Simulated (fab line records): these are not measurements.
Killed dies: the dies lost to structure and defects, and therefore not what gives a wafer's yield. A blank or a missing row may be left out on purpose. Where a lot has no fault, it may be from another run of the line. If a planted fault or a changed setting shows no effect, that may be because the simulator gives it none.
Which of the tools did it? -- flow sky130 -- Sampling: 6 lots, 18 wafers, 2 of 708 route steps

== WHAT EACH GAUGE READ, for each wafer ==
SKY_NWELL_TW_MEAS_15.
lot,measured,on,NWELL_TW
L359,day 5 04:22,film-metro-02,1831 1827 1832
L361,day 5 13:40,film-metro-02,1832 1831 1821
L364,day 6 06:23,film-metro-01,1806 1803 1805
L374,day 8 21:53,film-metro-01,1821 1830 1817
L376,day 9 12:43,film-metro-01,1821 1823 1809
L378,day 9 16:43,film-metro-04,1791 1789 1786

== WHICH TOOL RAN EACH LOT (tool, then ch and the chambers of the sampled wafers, then the start) ==
lot,SKY_DNWELL_STRIP_08
L359,"plasma-asher-02 ch 0,1, day 3 16:17"
L361,"plasma-asher-03 ch 0,1, day 4 01:19"
L364,"plasma-asher-04 ch 0,1, day 4 17:00"
L374,"plasma-asher-02 ch 0,1, day 7 04:48"
L376,"plasma-asher-04 ch 0,1, day 7 18:04"
L378,"plasma-asher-03 ch 0,1, day 7 23:51"
- SKY_DNWELL_STRIP_08: strips in O2/N2.

== THE ANSWER, worked out from the rows above alone ==
Rule: what is usual is taken from the lots themselves. Put in order of their means at a reading, lots are off if they are a third of the lots or fewer, leave a main group of 4 or more, and stand apart from it by a gap of 3 or more times the standard deviation of the main group's means; of several such gaps the widest counts. The tables above print the reading to a certain number of digits; a main group whose means all agree to those digits is not used. A lot without any number at a reading at which 4 lots or more have one is off too. Any other lot the step has rows for is counted as sound.
Nothing can be told from this: no lot is off at any reading shown.

== WHAT WAS PUT IN BY THE SIMULATOR ==
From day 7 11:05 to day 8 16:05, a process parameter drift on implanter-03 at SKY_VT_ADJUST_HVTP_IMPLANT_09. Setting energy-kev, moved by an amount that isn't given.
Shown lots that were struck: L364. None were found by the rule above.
